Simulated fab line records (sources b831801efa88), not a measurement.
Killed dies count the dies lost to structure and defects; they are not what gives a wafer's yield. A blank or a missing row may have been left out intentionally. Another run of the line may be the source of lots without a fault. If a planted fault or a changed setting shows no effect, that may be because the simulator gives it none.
Which tool is to blame?	flow gf180mcu	Sampling: 12 lots, 36 wafers, 4 of 602 route steps

== WHAT EACH GAUGE READ, for each wafer ==
GF_VT_IMPLANT_RS_MEAS_48: the measuring method here is four-point-probe.
lot	measured	on	LVPWELL_RS (ohm/sq)
L980	day 7 14:49	film_metro-02	1199.7 1195.3 1198.2
L981	day 7 20:20	film_metro-04	1200.1 1201.0 1201.6
L982	day 8 03:34	film_metro-02	1195.7 1196.0 1195.5
L983	day 8 10:56	film_metro-01	1193.1 1194.5 1192.9
L984	day 8 15:35	film_metro-02	1200.6 1203.8 1197.5
L987	day 9 11:31	film_metro-04	1196.1 1197.9 1198.3
L993	day 11 01:35	film_metro-04	1197.1 1194.3 1197.5
L995	day 11 16:40	film_metro-01	1196.9 1195.4 1192.5
L996	day 12 05:03	film_metro-04	1199.9 1200.4 1198.7
L998	day 13 08:11	film_metro-02	1197.7 1201.5 1201.6
L100	day 13 11:29	film_metro-04	1199.0 1202.1 1199.5
L101	day 13 15:26	film_metro-02	1199.2 1199.2 1199.3

GF_CONTACT_BOW_MEAS_05.
lot	measured	on	CONTACT_BOW (um)
L980	day 15 05:01	film_metro-01	56 71 53
L981	day 15 14:26	film_metro-02	54 50 74
L982	day 15 22:44	film_metro-04	71 68 73
L983	day 16 06:19	film_metro-01	61 73 74
L984	day 16 18:28	film_metro-02	64 72 70
L987	day 17 19:37	film_metro-02	55 66 61
L993	day 19 17:46	film_metro-02	57 71 69
L995	day 20 15:14	film_metro-02	67 57 67
L996	day 21 07:13	film_metro-01	60 69 57
L998	day 22 13:40	film_metro-01	82 58 64
L100	day 22 17:15	film_metro-02	73 73 76
L101	day 22 21:44	film_metro-01	75 61 81

== EACH LOT AND THE TOOL THAT RAN IT (in order: tool; ch and the chambers of the sampled wafers; start) ==
lot	GF_STI_ETCH_13	GF_STI_STRIP_15
L980	rie_diel-01 ch 1,2,3, day 2 02:01	plasma_asher-02 ch 0,1, day 2 02:11
L981	rie_diel-03 ch 0,1,3, day 2 07:53	plasma_asher-02 ch 0,1, day 2 08:02
L982	rie_diel-01 ch 0,2,3, day 2 13:59	plasma_asher-03 ch 0,1, day 2 14:08
L983	rie_diel-01 ch 0,2,3, day 2 16:38	plasma_asher-03 ch 0,1, day 2 16:47
L984	rie_diel-01 ch 0,1,2, day 2 22:37	plasma_asher-03 ch 0,1, day 2 22:49
L987	rie_diel-03 ch 1,2, day 3 13:10	plasma_asher-03 ch 0,1, day 3 13:22
L993	rie_diel-03 ch 0,1, day 4 20:17	plasma_asher-03 ch 0, day 4 20:26
L995	rie_diel-03 ch 0,1,3, day 5 06:56	plasma_asher-03 ch 0,1, day 5 07:05
L996	rie_diel-01 ch 0,2,3, day 5 11:28	plasma_asher-03 ch 0,1, day 5 11:37
L998	rie_diel-01 ch 0,3, day 5 22:11	plasma_asher-02 ch 0,1, day 5 22:20
L100	rie_diel-01 ch 0,1,2, day 6 08:53	plasma_asher-03 ch 0,1, day 6 09:02
L101	rie_diel-01 ch 2,3, day 6 15:29	plasma_asher-03 ch 0,1, day 6 15:40
- GF_STI_ETCH_13: etches the open film in CHF3/O2, stops on Si, target depth 282.31 nm, time 112.9 s.
- GF_STI_STRIP_15: strips in O2/N2.

== WHAT THE TOOLS THEMSELVES READ (means of the sampled wafers that have a number; where no wafer has one, the mark that the record gives instead) ==
GF_STI_ETCH_13.
lot	tool	drypump_motor_current_A (A)	oes_product_au (a.u.)	run_length_s (s)	throttle_valve_pct (%)
L980	rie_diel-01	5.7	0.831	141.5	8.811
L981	rie_diel-03	5.6	0.832	141.3	8.810
L982	rie_diel-01	5.5	0.835	141.5	8.800
L983	rie_diel-01	5.5	0.837	141.6	8.805
L984	rie_diel-01	5.8	0.833	141.2	8.815
L987	rie_diel-03	5.3	0.833	140.9	8.817
L993	rie_diel-03	5.7	0.902	131.9	8.838
L995	rie_diel-03	5.6	0.908	132.1	8.828
L996	rie_diel-01	5.5	0.829	141.6	8.810
L998	rie_diel-01	5.3	0.838	141.8	8.801
L100	rie_diel-01	5.8	0.832	141.4	8.806
L101	rie_diel-01	5.5	0.835	141.6	8.807

GF_STI_STRIP_15.
lot	tool	drypump_motor_current_A (A)	heater_power_w (W)	oes_product_au (a.u.)	platen_temp_c (C)	strip_time_to_endpoint_s (s)
L980	plasma_asher-02	5.54	331	0.386	249.90	3.76
L981	plasma_asher-02	5.54	332	0.380	250.12	3.69
L982	plasma_asher-03	5.39	318	0.385	249.88	3.74
L983	plasma_asher-03	5.24	320	0.385	249.85	3.79
L984	plasma_asher-03	5.37	319	0.389	250.01	3.74
L987	plasma_asher-03	5.23	328	0.386	250.04	3.69
L993	plasma_asher-03	5.51	314	0.391	250.06	3.91
L995	plasma_asher-03	5.36	317	0.395	250.21	3.94
L996	plasma_asher-03	5.24	326	0.386	249.97	3.77
L998	plasma_asher-02	5.50	330	0.385	249.96	3.76
L100	plasma_asher-03	5.37	318	0.379	249.86	3.71
L101	plasma_asher-03	5.23	330	0.381	249.81	3.73

== THE ANSWER, worked out from the rows above alone ==
Rule: the usual values come from the lots themselves. The widest of any qualifying gaps counts: lots, ordered by their means at a reading, are off when they make up no more than a third of the lots, leave a main group of 4 or more, and stand apart from it by 3 or more times the standard deviation of that group's means. If all means in a main group match to the digits the tables above print for the reading, that group is not used. A lot without any number at a reading at which 4 lots or more have one is off too. Where the step has rows for the other lots, those lots are counted as sound. Order of review: gauges by route order, followed by the tools' own readings, for which a lot's mean as printed above is used. The first step at which some lot is off is used, and at that step the reading that is off furthest; a lot without a number counts as furthest.
Off: L993, L995 (GF_STI_ETCH_13, run_length_s). Main group: mean 141.4 s, sd 0.24.
A tool fits if, at that step or a process step before it, it ran every lot that is off, and no sound lot after the first of them. One fits: GF_STI_ETCH_13 on rie_diel-03. A fault onset in the window from L987 (day 3 13:10, its last sound lot) to L993 (day 4 20:17, its first lot off) fits.
The tool's own readings at GF_STI_ETCH_13 bear it out: on the lots that are off they differ by more than 5 times the standard deviation of the sound lots' means. oes_product_au reads 0.905 a.u. there against 0.833 a.u. on the sound lots; run_length_s reads 132.0 s there against 141.4 s on the sound lots.

== WHAT HAD BEEN PUT IN BY THE SIMULATOR ==
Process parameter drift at GF_STI_ETCH_13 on rie_diel-03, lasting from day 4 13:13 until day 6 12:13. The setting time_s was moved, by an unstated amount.
Struck lots among those shown: L993, L995. The rule given above showed the same thing.
